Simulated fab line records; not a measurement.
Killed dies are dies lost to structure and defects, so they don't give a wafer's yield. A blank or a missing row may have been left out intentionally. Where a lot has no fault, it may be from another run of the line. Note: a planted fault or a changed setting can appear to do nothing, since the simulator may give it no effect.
A lot that was struck, set against a sound lot :: flow gf180mcu :: 23 steps out of a route of 602
Sound: these wafers, L413.1, L413.2, L413.3. The struck wafers were L424.2, L424.4, L424.5. The cause is given at the end.
Order at every step that has rows: each side's tool, ch and its chambers, its first start. Under that, the readings that differ: sound wafers :: struck wafers :: difference of the means :: sigmas: that difference in standard deviations of wafers without a fault.
alike: words and numbers the same on both sides, and readings whose means are apart by under 2 such deviations; not compared: readings that were withheld, readings missing a value for some wafer, numbers with overlapping values and no deviation given by the record, and bounds like >300 which may hide the same value.
The two part at a step that has a row with sigmas, a row that says differs or no value, or rows on one side only. Numbers that don't overlap but have no deviation are shown without sigmas and don't part them. A reading missing from all wafers of one side parts the sides only when that side holds two or more wafers.

GF_V5_RS_MEAS_24: uses a four-point probe to measure.
  sound on film_metro-02 at day 27 07:11; struck on film_metro-01 at day 30 18:19
  alike: V5_W_RS
GF_V5_THK_MEAS_25: measures by xrf.
  sound on film_metro-02 at day 27 07:18; struck on film_metro-01 at day 30 18:25
  alike: V5_W_THK
then, 1 step without rows for these wafers: GF_V5_CMP_26 (polishes, stops on SiO2, t overpolish 15 s, target thk 0 nm).
GF_TOP_METAL_SPUTTER_00: material Ti, target thk 37.5 nm, time 150 s.
  sound on pvd_sputter-04 at day 27 07:40; struck on pvd_sputter-04 at day 30 18:46
  alike: chamber_pressure_pa, throttle_valve_pct
GF_TOP_METAL_SPUTTER_01: material TiN, target thk 30 nm, time 25 s.
  sound on pvd_sputter-04 at day 27 07:46; struck on pvd_sputter-04 at day 30 18:52
  alike: chamber_pressure_pa, throttle_valve_pct
GF_TOP_METAL_SPUTTER_02: material AlCu, target thk 900 nm, time 47.82 s.
  sound on pvd_sputter-04 at day 27 07:47; struck on pvd_sputter-04 at day 30 18:54
  alike: chamber_pressure_pa, throttle_valve_pct
GF_TOP_METAL_SPUTTER_03: material Ti, target thk 5 nm, time 3.3 s.
  sound on pvd_sputter-04 at day 27 07:50; struck on pvd_sputter-04 at day 30 18:57
  alike: chamber_pressure_pa, throttle_valve_pct
GF_TOP_METAL_SPUTTER_04: material TiN, target thk 25 nm, time 20.8 s.
  sound on pvd_sputter-04 at day 27 07:51; struck on pvd_sputter-04 at day 30 18:58
  alike: chamber_pressure_pa, throttle_valve_pct
GF_TOP_METAL_RS_MEAS_05: uses a four-point probe to measure.
  sound on film_metro-01 at day 27 07:53; struck on film_metro-01 at day 30 19:01
  alike: TOP_METAL_ALCU_RS
GF_TOP_METAL_THK_MEAS_06: measures by xrf.
  sound on film_metro-01 at day 27 08:00; struck on film_metro-01 at day 30 19:07
  alike: TOP_METAL_ALCU_THK
then, 2 steps without rows for these wafers: GF_TOP_METAL_DEHYDRATE_07 (time 60 s); GF_TOP_METAL_HMDS_08 (prime time 60 s).
GF_TOP_METAL_COAT_09: resist thk 1500 nm.
  sound on litho_track-02 ch 0, day 27 18:04; struck on litho_track-02 ch 0, day 31 04:03
reading: spin_speed_rpm (rpm)
sound: 2999.0 2999.4 2998.7
struck: 2862.5 2863.7 2863.5
difference: -135.8
sigmas: -85

reading: model.NOVOLAK_of_TOP_METAL_COAT_09.thk_nm (nm)
sound: 1494 1497 1497
struck: 1539 1538 1539
difference: +43
sigmas: 
  alike: exhaust_pa
then, 4 steps without rows for these wafers: GF_TOP_METAL_SOFTBAKE_10 (time 60 s); GF_TOP_METAL_EXPOSE_11 (exposes mask MetalTop, target cd 440 nm); GF_TOP_METAL_PEB_12; GF_TOP_METAL_DEVELOP_13 (develop time 60 s).
GF_TOP_METAL_CD_MEAS_14 targets a cd of 440 nm.
  sound on cd_sem-02 at day 28 03:34; struck on cd_sem-01 at day 31 12:20
reading: cd_nm (nm)
sound: 437.7 437.6 439.9
struck: 446.4 445.6 446.4
difference: +7.7
sigmas: +4
GF_TOP_METAL_OVL_MEAS_15:
  sound on overlay-01 at day 28 03:41; struck on overlay-02 at day 31 12:27
  alike: TOP_METAL_OVL
GF_TOP_METAL_METAL_ETCH_16: etches the open film in Cl2/BCl3, stops on SiO2, target depth 1077.5 nm, time 179.6 s.
  sound on rie_metal-02 ch 0,1, day 28 03:44; struck on rie_metal-04 ch 0,1, day 31 12:29
reading: model.NOVOLAK_of_TOP_METAL_COAT_09.thk_nm (nm)
sound: 1070 1070 1076
struck: 1112 1111 1115
difference: +41
sigmas: 
  alike: drypump_motor_current_A, he_backside_leak_sccm, oes_product_au, rf_fwd_power_W, throttle_valve_pct
  not compared: rf_hours_counter_h
GF_TOP_METAL_STRIP_17: strips in O2/N2.
  sound on plasma_asher-03 ch 0,1, day 28 03:54; struck on plasma_asher-03 ch 0,1, day 31 12:39
reading: strip_time_to_endpoint_s (s)
sound: 13.46 13.45 13.52
struck: 13.96 13.94 13.98
difference: +0.48
sigmas: +5
  alike: drypump_motor_current_A, heater_power_w, oes_product_au
  not compared: rf_hours_counter_h
then, 1 step without rows for these wafers: GF_TOP_METAL_STRIP_18 (strips in post etch residue remover, time 1200 s).
GF_PASSIVATION_PROBE_99:
  rows exist in the record for the struck wafers here (prober-01, day 32 08:36), but not for the sound ones

WHERE THEY PART
At GF_TOP_METAL_COAT_09 first; at GF_PASSIVATION_PROBE_99 last (within this record only).

WHY: the cause the simulator had injected
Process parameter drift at GF_TOP_METAL_COAT_09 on litho_track-02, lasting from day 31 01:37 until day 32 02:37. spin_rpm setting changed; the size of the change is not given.
